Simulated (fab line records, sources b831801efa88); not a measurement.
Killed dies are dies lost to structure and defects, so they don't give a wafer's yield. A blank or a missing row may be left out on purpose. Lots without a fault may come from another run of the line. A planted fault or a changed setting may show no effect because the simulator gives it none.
Which tool did it? | flow gf180mcu | 6 lots, 18 wafers sampled, at 3 steps of a route of 602

WHAT THE GAUGES READ, wafer by wafer
GF_VT_IMPLANT_RS_MEAS_48: measures by four-point-probe.
lot  | measured     | on            | LVPWELL_RS (ohm/sq)
L733 | day 7 19:50  | film_metro-02 | 1201.1 1199.6 1199.6
L735 | day 8 09:01  | film_metro-04 | 1196.5 1200.1 1200.0
L739 | day 9 13:04  | film_metro-04 | 1197.6 1192.5 1195.9
L744 | day 10 23:47 | film_metro-02 | 1210.5 1210.6 1211.0
L751 | day 12 20:34 | film_metro-04 | 1196.2 1198.8 1195.3
L753 | day 13 13:40 | film_metro-02 | 1199.6 1199.7 1197.4

WHICH TOOL RAN EACH LOT (tool, then ch and the chambers of the sampled wafers, then the start)
lot  | GF_LVPWELL_IMPLANT_09          | GF_VT_IMPLANT_STRIP_31
L733 | implanter-02 ch 0, day 4 02:11 | plasma_asher-04 ch 0,1, day 7 03:33
L735 | implanter-03 ch 0, day 4 12:30 | plasma_asher-01 ch 0,1, day 7 16:00
L739 | implanter-02 ch 0, day 5 12:20 | plasma_asher-04 ch 0,1, day 8 19:21
L744 | implanter-02 ch 0, day 6 17:06 | plasma_asher-01 ch 0,1, day 10 05:03
L751 | implanter-03 ch 0, day 8 08:14 | plasma_asher-02 ch 0,1, day 12 00:30
L753 | implanter-01 ch 0, day 8 20:41 | plasma_asher-02 ch 0,1, day 12 16:44
- GF_LVPWELL_IMPLANT_09
- GF_VT_IMPLANT_STRIP_31: strips in O2/N2.

THE ANSWER, worked out from the rows above alone
Rule: what is usual is taken from the lots themselves. Put in order of their means at a reading, lots are off if they are a third of the lots or fewer, leave a main group of 4 or more, and stand apart from it by a gap of 3 or more times the standard deviation of the main group's means; of several such gaps the widest counts. A main group whose means are all the same, to the digits that the tables above print for the reading, isn't used. A lot without any number at a reading at which 4 lots or more have one is off too. The other lots that the step has rows for count as sound.
Off: L744, at GF_VT_IMPLANT_RS_MEAS_48 (LVPWELL_RS). The main group: mean 1198.0 ohm/sq, standard deviation 1.7.
A tool fits if, at a process step before that reading, it ran every lot that is off, and no sound lot after the first of them. The gauges at GF_VT_IMPLANT_RS_MEAS_48 are tried like those tools. Can't be told from this: 2 tools fit, implanter-02 at GF_LVPWELL_IMPLANT_09, plasma_asher-01 at GF_VT_IMPLANT_STRIP_31.

WHAT THE SIMULATOR HAD PUT IN
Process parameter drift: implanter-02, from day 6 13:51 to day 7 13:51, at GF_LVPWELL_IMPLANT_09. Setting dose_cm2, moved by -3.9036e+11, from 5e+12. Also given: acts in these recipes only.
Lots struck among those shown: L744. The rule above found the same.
